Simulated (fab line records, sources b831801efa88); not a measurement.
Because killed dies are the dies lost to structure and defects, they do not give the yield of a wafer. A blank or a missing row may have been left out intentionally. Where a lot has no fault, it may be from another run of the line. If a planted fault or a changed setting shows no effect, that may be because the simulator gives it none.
The tool behind it: which one? | flow sfq-line | 48 wafers sampled from 16 lots at 1 step of a route of 325

WHAT THE GAUGES SHOWED, per wafer
No reading from a measuring or inspecting step in the record can be judged against a usual standard deviation.

EACH LOT AND THE TOOL THAT RAN IT (in order: tool; ch and the chambers of the sampled wafers; start)
lot  | SFQ_TRILAYER_JJ_CE_LITHO_EXPOSE_115
L726 | krf-scanner-02 ch 0, day 51 05:25
L728 | krf-scanner-02 ch 0, day 51 14:46
L729 | krf-scanner-01 ch 0, day 52 00:52
L730 | krf-scanner-01 ch 0, day 52 04:52
L731 | krf-scanner-01 ch 0, day 52 17:18
L732 | krf-scanner-01 ch 0, day 53 23:03
L733 | krf-scanner-01 ch 0, day 59 11:31
L734 | krf-scanner-01 ch 0, day 59 15:43
L735 | krf-scanner-01 ch 0, day 59 17:31
L736 | krf-scanner-01 ch 0, day 59 23:43
L739 | krf-scanner-01 ch 0, day 65 13:04
L741 | krf-scanner-01 ch 0, day 66 03:46
L740 | krf-scanner-01 ch 0, day 66 09:21
L742 | krf-scanner-01 ch 0, day 66 18:14
L748 | krf-scanner-02 ch 0, day 69 23:05
L749 | krf-scanner-02 ch 0, day 70 00:55
- SFQ_TRILAYER_JJ_CE_LITHO_EXPOSE_115: exposes mask J5, target cd 700 nm.

WHAT THE TOOLS THEMSELVES READ (means of the sampled wafers that have a number; where no wafer has one, the mark that the record gives instead)
SFQ_TRILAYER_JJ_CE_LITHO_EXPOSE_115.
lot  | tool           | exposure-dose-mJ-cm2
L726 | krf-scanner-02 | 14.414
L728 | krf-scanner-02 | 14.383
L729 | krf-scanner-01 | 14.394
L730 | krf-scanner-01 | 14.405
L731 | krf-scanner-01 | 14.389
L732 | krf-scanner-01 | 14.410
L733 | krf-scanner-01 | 14.402
L734 | krf-scanner-01 | 14.400
L735 | krf-scanner-01 | 14.385
L736 | krf-scanner-01 | 14.402
L739 | krf-scanner-01 | 14.721
L741 | krf-scanner-01 | 14.720
L740 | krf-scanner-01 | 14.724
L742 | krf-scanner-01 | 14.722
L748 | krf-scanner-02 | 14.417
L749 | krf-scanner-02 | 14.408

THE ANSWER, worked out from the rows above alone
Rule: what is usual is taken from the lots themselves. The widest of any qualifying gaps counts: lots, ordered by their means at a reading, are off when they make up no more than a third of the lots, leave a main group of 4 or more, and stand apart from it by 3 or more times the standard deviation of that group's means. Not used: any main group whose means are identical at the precision the tables above print for the reading. Also off: a lot with no number at a reading for which 4 or more lots have one. The other lots that the step has rows for count as sound. First the gauges in route order, then the tools' own readings, where a lot's mean is used as printed above. The first step at which some lot is off is used, and at that step the reading that is off furthest; a lot without a number counts as furthest.
Off: L739, L741, L740, L742 (SFQ_TRILAYER_JJ_CE_LITHO_EXPOSE_115, exposure-dose-mJ-cm2). Main group: mean 14.401, sd 0.011.
A tool fits if, at that step or a process step before it, it ran every lot that is off, and no sound lot after the first of them. One fits: SFQ_TRILAYER_JJ_CE_LITHO_EXPOSE_115 on krf-scanner-01. Its last sound lot is L736 (day 59 23:43), its first lot that is off L739 (day 65 13:04): a fault that began between those two fits.
The tool's own readings at SFQ_TRILAYER_JJ_CE_LITHO_EXPOSE_115 bear it out: on the lots that are off they differ by more than 5 times the standard deviation of the sound lots' means. exposure-dose-mJ-cm2 reads 14.722 there against 14.401 on the sound lots.

WHAT HAD BEEN PUT IN BY THE SIMULATOR
Process parameters drifting: krf-scanner-01 at SFQ_TRILAYER_JJ_CE_LITHO_EXPOSE_115, beginning at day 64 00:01. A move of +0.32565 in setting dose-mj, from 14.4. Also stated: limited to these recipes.
Struck lots among those shown: L739, L741, L740, L742. The rule given above showed the same thing.
